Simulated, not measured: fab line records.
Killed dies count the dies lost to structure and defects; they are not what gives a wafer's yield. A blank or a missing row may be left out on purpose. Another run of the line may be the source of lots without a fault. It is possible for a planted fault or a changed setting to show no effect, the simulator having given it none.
One fault through the eyes of 2 desks | flow gf180mcu | only its own numbers are on each desk; what lay behind them is given at the end

## THE TOOL OWNER'S DESK: implanter-04
The tool's own readings at GF_DNWELL_IMPLANT_07: means of the sampled wafers that have a number, for each lot that ran on this tool. If a lot's mean is further than 4 standard deviations from the usual mean, the lot is out of limits and carries the mark OUT (the distance appears in the brackets).
Columns: A = beam-on-s at GF_DNWELL_IMPLANT_07, usual 10.02 s; B = dose-ions-cm2 at GF_DNWELL_IMPLANT_07, usual 1.0002e+13; C = faraday-current-uA at GF_DNWELL_IMPLANT_07, usual 56.3
lot  | first seen here | A     | B                            | C
L905 | day 3 10:37     | 9.88  | 1.0001e+13                   | 57.0
L906 | day 3 16:34     | 10.04 | 9.9903e+12                   | 56.4
L910 | day 4 13:50     | 10.21 | 9.9917e+12                   | 55.2
L916 | day 5 23:56     | 10.09 | 1.6929e+13 (+99 or more) OUT | 94.9 (+35) OUT
L918 | day 6 06:55     | 9.92  | 1.6921e+13 (+99 or more) OUT | 96.1 (+36) OUT
This desk's finding: out of limits on L916, L918; first on L916, day 5 23:56 (dose-ions-cm2 at GF_DNWELL_IMPLANT_07). Within limits: L905, L906, L910.

## FROM THE METROLOGY DESK
Lot by lot, what the gauges showed, no matter which tool ran the lot: averages of those sampled wafers that carry a number. If a lot's mean is further than 4 standard deviations from the usual mean, the lot is out of limits and carries the mark OUT (the distance appears in the brackets).
Columns: A = DNWELL_TW at GF_DNWELL_TW_MEAS_09, usual 1337; B = HV_LDD_02_OVL at GF_HV_LDD_OVL_MEAS_32, usual 0.8 nm; C = cd-nm at GF_HV_LDD_CD_MEAS_46, usual 399.4 nm
lot  | first seen here | A              | B   | C
L902 | day 2 19:23     | 1352           | 0.6 | 399.2
L905 | day 3 10:52     | 1332           | 0.3 | 397.2
L906 | day 3 16:49     | 1345           | 1.4 | 400.2
L907 | day 3 22:43     | 1331           | 0.5 | 398.0
L909 | day 4 09:14     | 1331           | 1.7 | 398.9
L910 | day 4 14:05     | 1324           | 0.7 | 399.0
L911 | day 4 17:58     | 1338           | 1.6 | 405.6
L916 | day 6 00:11     | 1591 (+34) OUT | 2.1 | 400.5
L918 | day 6 07:10     | 1577 (+32) OUT | 1.2 | 398.0
L920 | day 6 18:25     | 1338           | 0.0 | 399.9
L921 | day 6 23:49     | 1324           | 0.9 | 399.5
L923 | day 7 11:29     | 1335           | 1.6 | 398.0
L925 | day 7 20:21     | 1348           | 1.4 | 400.2
This desk's finding: out of limits on L916, L918; first on L916, day 6 00:11 (DNWELL_TW at GF_DNWELL_TW_MEAS_09). Within limits: L902, L905, L906, L907, L909, L910, L911, L920, L921, L923, L925.

## BROUGHT TOGETHER
The tool owner's desk could have raised an alarm at day 5 23:56, on L916, L918.
The metrology desk could have raised an alarm at day 6 00:11, on L916, L918.
All the named lots went through GF_DNWELL_IMPLANT_07 on implanter-04.

## WHAT HAD BEEN PUT IN BY THE SIMULATOR
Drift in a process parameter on implanter-04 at GF_DNWELL_IMPLANT_07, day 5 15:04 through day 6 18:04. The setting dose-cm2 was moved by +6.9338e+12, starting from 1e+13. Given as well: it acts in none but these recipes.
Struck lots among those shown: L916, L918.
Hours from the fault's start to each desk's first reading out of limits: the tool owner's desk, 9; the metrology desk, 9.
